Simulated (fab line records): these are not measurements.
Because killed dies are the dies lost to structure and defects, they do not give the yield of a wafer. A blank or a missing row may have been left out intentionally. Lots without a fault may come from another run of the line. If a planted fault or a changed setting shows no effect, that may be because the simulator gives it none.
Which tool is to blame? | flow gf180mcu | Sampling: 11 lots, 33 wafers, 6 of 602 route steps

WHAT THE GAUGES READ, wafer by wafer
GF_V3_CD_MEAS_14 targets a cd of 260 nm.
lot  | measured     | on       | cdNm (nm)
L413 | day 22 18:41 | cdSem-01 | 263.1 263.0 260.4
L414 | day 23 03:53 | cdSem-01 | 261.4 261.3 260.9
L415 | day 23 10:40 | cdSem-01 | 259.1 259.7 260.0
L416 | day 23 19:32 | cdSem-02 | 259.5 260.2 260.4
L419 | day 24 23:20 | cdSem-02 | 262.1 262.8 262.1
L421 | day 25 19:17 | cdSem-01 | 260.4 262.0 262.3
L422 | day 25 23:57 | cdSem-01 | 261.1 260.3 260.5
L425 | day 26 22:02 | cdSem-01 | 259.5 258.5 258.7
L427 | day 27 13:44 | cdSem-02 | 259.9 259.4 259.8
L433 | day 29 05:23 | cdSem-01 | 261.0 260.4 261.2
L435 | day 29 18:47 | cdSem-02 | 258.7 261.0 260.0

GF_M4_RS_MEAS_05: uses a four-point probe to measure.
lot  | measured     | on           | M4_ALCU_RS (ohm/sq)
L413 | day 22 20:46 | filmMetro-02 | 0.0694 0.0692 0.0693
L414 | day 23 05:37 | filmMetro-01 | 0.0703 0.0698 0.0705
L415 | day 23 12:25 | filmMetro-04 | 0.0688 0.0699 0.0693
L416 | day 23 21:32 | filmMetro-04 | 0.0691 0.0692 0.0696
L419 | day 25 01:04 | filmMetro-02 | 0.0699 0.0696 0.0696
L421 | day 25 21:04 | filmMetro-01 | 0.0692 0.0692 0.0692
L422 | day 26 01:43 | filmMetro-04 | 0.0699 0.0699 0.0706
L425 | day 26 23:46 | filmMetro-01 | 0.0614 0.0610 0.0615 0.0613 0.0611 0.0615
L427 | day 27 15:28 | filmMetro-01 | 0.0602 0.0599 0.0603 0.0601 0.0598 0.0603
L433 | day 29 07:07 | filmMetro-04 | 0.0691 0.0689 0.0688
L435 | day 29 20:31 | filmMetro-04 | 0.0699 0.0699 0.0700

GF_M4_THK_MEAS_06: measures by xrf.
lot  | measured     | on           | M4_ALCU_THK (nm)
L413 | day 22 20:53 | filmMetro-02 | 440 441 437
L414 | day 23 05:44 | filmMetro-01 | 438 440 436
L415 | day 23 12:32 | filmMetro-04 | 441 434 440
L416 | day 23 21:39 | filmMetro-04 | 441 440 438
L419 | day 25 01:10 | filmMetro-02 | 437 435 437
L421 | day 25 21:11 | filmMetro-01 | 442 439 440
L422 | day 26 01:49 | filmMetro-04 | 435 436 434
L425 | day 27 06:24 | filmMetro-01 | 501 501 499 499 501 500
L427 | day 27 17:59 | filmMetro-01 | 510 509 508 507 512 509
L433 | day 29 07:14 | filmMetro-04 | 441 445 444
L435 | day 29 20:38 | filmMetro-04 | 439 439 437

WHAT TOOL EACH LOT RAN ON (gives the tool, then ch and the chambers of the sampled wafers, and finally the start)
lot  | GF_V3_STRIP_18                      | GF_V3_CMP_26                  | GF_M4_SPUTTER_02
L413 | plasmaAsher-04 ch 0,1, day 22 18:59 | cmp-01 ch 1,2,3, day 22 20:17 | pvdSputter-02, day 22 20:40
L414 | plasmaAsher-02 ch 0,1, day 23 04:10 | cmp-02 ch 0,1,2, day 23 05:12 | pvdSputter-01, day 23 05:32
L415 | plasmaAsher-01 ch 0,1, day 23 10:56 | cmp-01 ch 0,3, day 23 11:56   | pvdSputter-03, day 23 12:19
L416 | plasmaAsher-02 ch 0,1, day 23 19:49 | cmp-02 ch 0,3, day 23 21:04   | pvdSputter-03, day 23 21:26
L419 | plasmaAsher-04 ch 0,1, day 24 23:37 | cmp-01 ch 0,3, day 25 00:30   | pvdSputter-03, day 25 00:56
L421 | plasmaAsher-04 ch 0,1, day 25 19:36 | cmp-02 ch 0,1,2, day 25 20:38 | pvdSputter-02, day 25 20:58
L422 | plasmaAsher-04 ch 0,1, day 26 00:13 | cmp-02 ch 0,1,2, day 26 01:13 | pvdSputter-02, day 26 01:36
L425 | plasmaAsher-01 ch 0, day 26 22:19   | cmp-01 ch 0,2,3, day 26 23:14 | pvdSputter-02, day 26 23:40
L427 | plasmaAsher-04 ch 0, day 27 14:01   | cmp-01 ch 2,3, day 27 14:57   | pvdSputter-02, day 27 15:23
L433 | plasmaAsher-04 ch 0,1, day 29 05:40 | cmp-02 ch 1,2,3, day 29 06:35 | pvdSputter-01, day 29 07:01
L435 | plasmaAsher-01 ch 0,1, day 29 19:04 | cmp-01 ch 0,1,3, day 29 20:00 | pvdSputter-01, day 29 20:26
- GF_V3_STRIP_18: strips in O2/N2.
- GF_V3_CMP_26: polishes, stops on SiO2, t overpolish 15 s, target thk 0 nm.
- GF_M4_SPUTTER_02: material AlCu, target thk 450 nm, time 23.9 s.

WHAT THE TOOLS THEMSELVES READ (means of the sampled wafers that have a number; where no wafer has one, the mark that the record gives instead)
GF_V3_STRIP_18.
lot  | tool           | drypumpMotorCurrentA (A) | heaterPowerW (W) | oesProductAu (a.u.)
L413 | plasmaAsher-04 | 5.9                      | 305              | 0.594
L414 | plasmaAsher-02 | 5.7                      | 299              | 0.591
L415 | plasmaAsher-01 | 5.2                      | 325              | 0.591
L416 | plasmaAsher-02 | 5.5                      | 342              | 0.590
L419 | plasmaAsher-04 | 6.0                      | 306              | 0.596
L421 | plasmaAsher-04 | 5.9                      | 309              | 0.598
L422 | plasmaAsher-04 | 6.0                      | 303              | 0.595
L425 | plasmaAsher-01 | 5.5                      | 282              | 0.590
L427 | plasmaAsher-04 | 6.3                      | 298              | 0.587
L433 | plasmaAsher-04 | 5.6                      | 316              | 0.594
L435 | plasmaAsher-01 | 5.2                      | 331              | 0.593

GF_V3_CMP_26.
lot  | tool   | motorCurrentA (A) | overpolishRunS (s) | retainingRingPressureFrac | timeToEndpointS (s)
L413 | cmp-01 | 10.7              | 15.004             | 1.000                     | 80
L414 | cmp-02 | 10.9              | 14.986             | 0.997                     | 84
L415 | cmp-01 | 10.0              | 14.996             | 1.003                     | 84
L416 | cmp-02 | 11.0              | 15.004             | 0.997                     | 86
L419 | cmp-01 | 10.0              | 15.004             | 1.002                     | 85
L421 | cmp-02 | 10.3              | 15.007             | 1.000                     | 79
L422 | cmp-02 | 10.9              | 14.996             | 0.997                     | 77
L425 | cmp-01 | 10.3              | 15.002             | 1.001                     | 84
L427 | cmp-01 | 11.0              | 15.002             | 1.003                     | 82
L433 | cmp-02 | 12.3              | 15.011             | 0.997                     | 80
L435 | cmp-01 | 10.3              | 15.004             | 0.996                     | 89

GF_M4_SPUTTER_02.
lot  | tool          | throttleValvePct (%)
L413 | pvdSputter-02 | 30.7
L414 | pvdSputter-01 | 30.1
L415 | pvdSputter-03 | 31.1
L416 | pvdSputter-03 | 31.1
L419 | pvdSputter-03 | 30.9
L421 | pvdSputter-02 | 30.3
L422 | pvdSputter-02 | 30.7
L425 | pvdSputter-02 | 30.6
L427 | pvdSputter-02 | 30.4
L433 | pvdSputter-01 | 29.6
L435 | pvdSputter-01 | 29.7

THE ANSWER, worked out from the rows above alone
Rule: the lots themselves supply what counts as usual. The widest of any qualifying gaps counts: lots, ordered by their means at a reading, are off when they make up no more than a third of the lots, leave a main group of 4 or more, and stand apart from it by 3 or more times the standard deviation of that group's means. Not used: any main group whose means are identical at the precision the tables above print for the reading. A lot without any number at a reading at which 4 lots or more have one is off too. The other lots that the step has rows for count as sound. The gauges are gone through in route order, then the tools' own readings, and for those a lot's mean is taken as printed above. At the first step where some lot is off, the reading lying furthest off is the one used; lots without a number count as furthest.
Off: L425, L427, at GF_M4_RS_MEAS_05 (M4_ALCU_RS). The main group has a mean of 0.0696 ohm/sq with a standard deviation of 0.00042.
A tool fits if, at a process step before that reading, it ran every lot that is off, and no sound lot after the first of them. Those tools and the gauges at GF_M4_RS_MEAS_05 are tried in the same way. Undecided on this evidence; 2 tools fit (pvdSputter-02 at GF_M4_SPUTTER_02, filmMetro-01 at GF_M4_RS_MEAS_05).

WHAT THE SIMULATOR PUT IN
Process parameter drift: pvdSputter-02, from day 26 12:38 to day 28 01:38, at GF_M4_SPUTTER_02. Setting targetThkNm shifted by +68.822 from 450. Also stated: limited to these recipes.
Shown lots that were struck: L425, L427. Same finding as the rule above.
